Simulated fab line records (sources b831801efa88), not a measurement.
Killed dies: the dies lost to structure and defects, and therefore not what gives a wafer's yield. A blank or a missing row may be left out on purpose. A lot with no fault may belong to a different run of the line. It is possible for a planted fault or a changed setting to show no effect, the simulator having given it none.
A lot that was struck, set against a sound lot / flow sky130 / 16 out of 708 route steps
Sound: these wafers, L188.2, L188.4, L188.5. Struck: wafer L178.4 (left out: L178.3, L178.5 of the same lot, which were not struck); the cause appears at the end.
Order at every step that has rows: each side's tool, ch and its chambers, its first start. Under that, the readings that differ: sound wafers / struck wafers / difference of the means / sigmas: that difference in standard deviations of wafers without a fault.
alike: readings with means less than 2 such deviations apart, plus words and numbers identical on both sides. not compared: withheld readings, readings lacking a value on some wafer, bounds such as >300 that could conceal the same value, and numbers that have no deviation in the record and whose values overlap.
A row with sigmas, a row that says differs or no value, or rows on one side alone: a step with any of these is where the two part. Numbers that have no deviation but don't overlap get no sigmas and don't part them. Lack of a reading on every wafer of one side parts them only where that side has two or more wafers.

SKY_VIA3_CMP_02: polishes SiO2.
  sound on cmp-02 ch 0,1,3, day 44 09:41; struck on cmp-02 ch 2, day 41 18:08
  alike: motorCurrentA
SKY_VIA3_BOW_MEAS_03:
  sound: filmMetro-03 at day 44 09:54; struck: filmMetro-02 at day 41 18:29
  alike: VIA3_BOW
then, 8 steps without rows for these wafers: SKY_VIA3_DEHYDRATE_04 (time 60 s); SKY_VIA3_HMDS_05 (prime time 60 s); SKY_VIA3_COAT_06 (resist thk 60 nm); SKY_VIA3_COAT_07 (resist thk 450 nm); SKY_VIA3_SOFTBAKE_08 (time 90 s); SKY_VIA3_EXPOSE_09 (exposes mask VIM3, target cd 200 nm); SKY_VIA3_PEB_10; SKY_VIA3_DEVELOP_11 (develop time 60 s).
SKY_VIA3_CD_MEAS_12: the cd target is 200 nm.
  sound: cdSem-02 at day 45 07:41; struck: cdSem-01 at day 42 17:45
  alike: cdNm
SKY_VIA3_OVL_MEAS_13:
  sound: overlay-02 at day 45 07:47; struck: overlay-02 at day 42 17:51
reading=VIA3_OVL (nm); sound=-5 -11 -12; struck=1; difference=+10; sigmas=+2
SKY_VIA3_ETCH_14: etches BARC in N2/H2, stops on SiO2, time 45.9 s, target depth 60 nm.
  sound on rieDiel-01 ch 0,1,3, day 45 07:49; struck on rieDiel-01 ch 0, day 42 17:52
reading=oesProductAu (a.u.); sound=0.856 0.862 0.862; struck=0.976; difference=+0.116; sigmas=+24
reading=runLengthS (s); sound=73.7 74.6 73.8; struck=67.6; difference=-6.4; sigmas=-14
reading=model.KrF-thick_of_VIA3_COAT_07.thkNm (nm); sound=393.7 393.2 394.5; struck=400.8; difference=+7.0; sigmas=
  alike: chamberPressureMTorr, drypumpMotorCurrentA, throttleValvePct
  not compared: rfHoursCounterH
SKY_VIA3_ETCH_15: etches SiO2 in C4F8/O2/Ar, stops on TiN, target depth 507 nm, time 78 s.
  sound on rieDiel-01 ch 0,1,3, day 45 07:52; struck on rieDiel-01 ch 0, day 42 17:55
reading=chamberPressureMTorr (mTorr); sound=39.94 39.94 39.96; struck=40.04; difference=+0.09; sigmas=+2
reading=model.KrF-thick_of_VIA3_COAT_07.thkNm (nm); sound=290.7 290.9 293.1; struck=298.3; difference=+6.7; sigmas=
  alike: oesProductAu, runLengthS
  not compared: rfHoursCounterH
SKY_VIA3_STRIP_16: strips in O2/N2.
  sound on plasmaAsher-04 ch 1, day 45 07:55; struck on plasmaAsher-04 ch 1, day 42 18:00
reading=oesProductAu (a.u.); sound=0.399 0.402 0.403; struck=0.411; difference=+0.010; sigmas=+2
reading=stripTimeToEndpointS (s); sound=4.117 4.135 4.162; struck=4.206; difference=+0.068; sigmas=+3
  alike: chamberPressureMTorr, drypumpMotorCurrentA
  not compared: rfHoursCounterH
then, 1 step without rows for these wafers: SKY_VIA3_STRIP_17 (strips in post etch residue remover, time 1200 s).

== WHERE THEY PART ==
Last at SKY_VIA3_STRIP_16 as far as this record goes, first at SKY_VIA3_OVL_MEAS_13.

WHY: the cause the simulator had injected
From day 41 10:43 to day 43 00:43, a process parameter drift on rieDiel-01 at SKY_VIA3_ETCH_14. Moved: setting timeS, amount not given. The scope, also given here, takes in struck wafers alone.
